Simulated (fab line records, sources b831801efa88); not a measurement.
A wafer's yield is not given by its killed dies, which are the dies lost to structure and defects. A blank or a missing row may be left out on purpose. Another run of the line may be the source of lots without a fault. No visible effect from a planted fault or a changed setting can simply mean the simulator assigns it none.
One fault through the eyes of 2 desks | flow gf180mcu | numbers are kept per desk, each desk with only its own; the story behind them comes last

## THE TOOL OWNER'S DESK: cmp-01
The tool's own readings at GF_CONTACT_CMP_04 (polishes SiO2): means of the sampled wafers that have a number, for each lot that ran on this tool. The brackets show how far a lot's mean lies from the usual mean; more than 4 standard deviations puts the lot out of limits, marked OUT.
Columns: A = edge zone pressure frac at GF_CONTACT_CMP_04, usual 1.001; B = motor current A at GF_CONTACT_CMP_04, usual 11.8 A; C = slurry filter dp kPa at GF_CONTACT_CMP_04, usual 13.49 kPa; D = time to endpoint s at GF_CONTACT_CMP_04, usual 111 s
lot  | first seen here | A     | B    | C     | D
L376 | day 15 02:39    | 1.001 | 12.2 | 13.48 | 107
L378 | day 16 03:26    | 0.997 | 11.2 | 13.50 | 112
L379 | day 16 11:33    | 1.000 | 10.3 | 13.53 | 103
L380 | day 17 01:30    | 1.002 | 11.3 | 13.60 | 86
L381 | day 17 06:04    | 1.006 | 11.6 | 13.52 | 95
L397 | day 22 15:05    | 0.998 | 10.9 | 13.48 | 110
L398 | day 23 03:21    | 1.001 | 12.4 | 13.50 | 115
L399 | day 23 08:33    | 1.003 | 12.1 | 13.46 | 111
This desk's verdict: no lot among the 8 shows anything out of limits.

## AT THE METROLOGY DESK
Lot by lot, what the gauges showed, no matter which tool ran the lot: averages of those sampled wafers that carry a number. The brackets show how far a lot's mean lies from the usual mean; more than 4 standard deviations puts the lot out of limits, marked OUT.
Columns: A = SAB_OVL at GF_SAB_OVL_MEAS_10, usual -1.2 nm; B = CONTACT_CVD_02_THK at GF_CONTACT_THK_MEAS_03, usual 859 nm
lot  | first seen here | A    | B
L376 | day 15 01:31    | 1.3  | 860
L377 | day 15 14:48    | -0.0 | 843
L378 | day 16 02:10    | -1.1 | 868
L379 | day 16 10:22    | -2.1 | 848
L380 | day 17 00:22    | -2.2 | 837
L381 | day 17 04:50    | -4.8 | 851
L385 | day 18 08:52    | 0.2  | 854
L390 | day 20 12:43    | -1.3 | 862
L392 | day 21 00:30    | 0.2  | 846
L393 | day 21 07:01    | -1.7 | 853
L396 | day 22 10:12    | -0.7 | 855
L397 | day 22 13:57    | -0.3 | 849
L398 | day 23 02:07    | 1.1  | 854
L399 | day 23 07:22    | 0.9  | 854
This desk's verdict: no lot among the 14 shows anything out of limits.

## PUT TOGETHER
The desk of the tool owner found nothing out of limits.
At the metrology desk, nothing out of limits was observed.

## WHAT THE SIMULATOR HAD INSERTED
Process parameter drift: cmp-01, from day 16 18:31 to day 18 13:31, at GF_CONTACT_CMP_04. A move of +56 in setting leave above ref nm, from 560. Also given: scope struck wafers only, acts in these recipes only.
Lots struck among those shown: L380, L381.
